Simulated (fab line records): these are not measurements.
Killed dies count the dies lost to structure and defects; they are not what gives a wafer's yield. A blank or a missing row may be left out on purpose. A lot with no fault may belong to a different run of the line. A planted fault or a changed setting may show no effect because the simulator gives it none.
What tool caused it? | flow sky130 | 7 lots, 21 wafers sampled, at 3 steps of a route of 708

WHAT THE GAUGES SHOWED, per wafer
SKY_CAP2M_THK_MEAS_04: measures by xrf.
lot  | measured     | on           | CAP2M_TIN_THK (nm)
L100 | day 40 02:36 | filmMetro-04 | 200.3 197.6 200.9
L102 | day 40 14:54 | filmMetro-03 | 200.0 201.6 202.6
L106 | day 41 23:03 | filmMetro-04 | 199.8 201.3 200.4
L108 | day 42 20:12 | filmMetro-02 | 205.6 202.4 201.0
L111 | day 43 05:25 | filmMetro-02 | 193.8 194.5 195.7
L113 | day 44 01:31 | filmMetro-04 | 202.2 201.2 202.6
L118 | day 45 04:11 | filmMetro-02 | 196.7 199.5 197.9

WHICH TOOL RAN EACH LOT (tool, then ch and the chambers of the sampled wafers, then the start)
lot  | SKY_METAL4_SPUTTER_00       | SKY_METAL4_SPUTTER_02
L100 | pvdSputter-03, day 40 02:07 | pvdSputter-03, day 40 02:10
L102 | pvdSputter-02, day 40 14:26 | pvdSputter-02, day 40 14:29
L106 | pvdSputter-01, day 41 22:35 | pvdSputter-01, day 41 22:38
L108 | pvdSputter-02, day 42 19:44 | pvdSputter-02, day 42 19:47
L111 | pvdSputter-03, day 43 04:57 | pvdSputter-03, day 43 04:59
L113 | pvdSputter-03, day 44 01:03 | pvdSputter-03, day 44 01:06
L118 | pvdSputter-01, day 45 03:43 | pvdSputter-01, day 45 03:46
- SKY_METAL4_SPUTTER_00: material Ti, target thk 15 nm, time 10 s.
- SKY_METAL4_SPUTTER_02: material AlCu, target thk 735 nm, time 39.1 s.

THE ANSWER, worked out from the rows above alone
Rule: the usual values come from the lots themselves. The widest of any qualifying gaps counts: lots, ordered by their means at a reading, are off when they make up no more than a third of the lots, leave a main group of 4 or more, and stand apart from it by 3 or more times the standard deviation of that group's means. A main group is skipped when, at the precision printed for the reading in the tables above, its means are all equal. A lot without any number at a reading at which 4 lots or more have one is off too. Any other lot the step has rows for is counted as sound.
Nothing can be told from this: no lot is off at any reading shown.

WHAT WAS PUT IN BY THE SIMULATOR
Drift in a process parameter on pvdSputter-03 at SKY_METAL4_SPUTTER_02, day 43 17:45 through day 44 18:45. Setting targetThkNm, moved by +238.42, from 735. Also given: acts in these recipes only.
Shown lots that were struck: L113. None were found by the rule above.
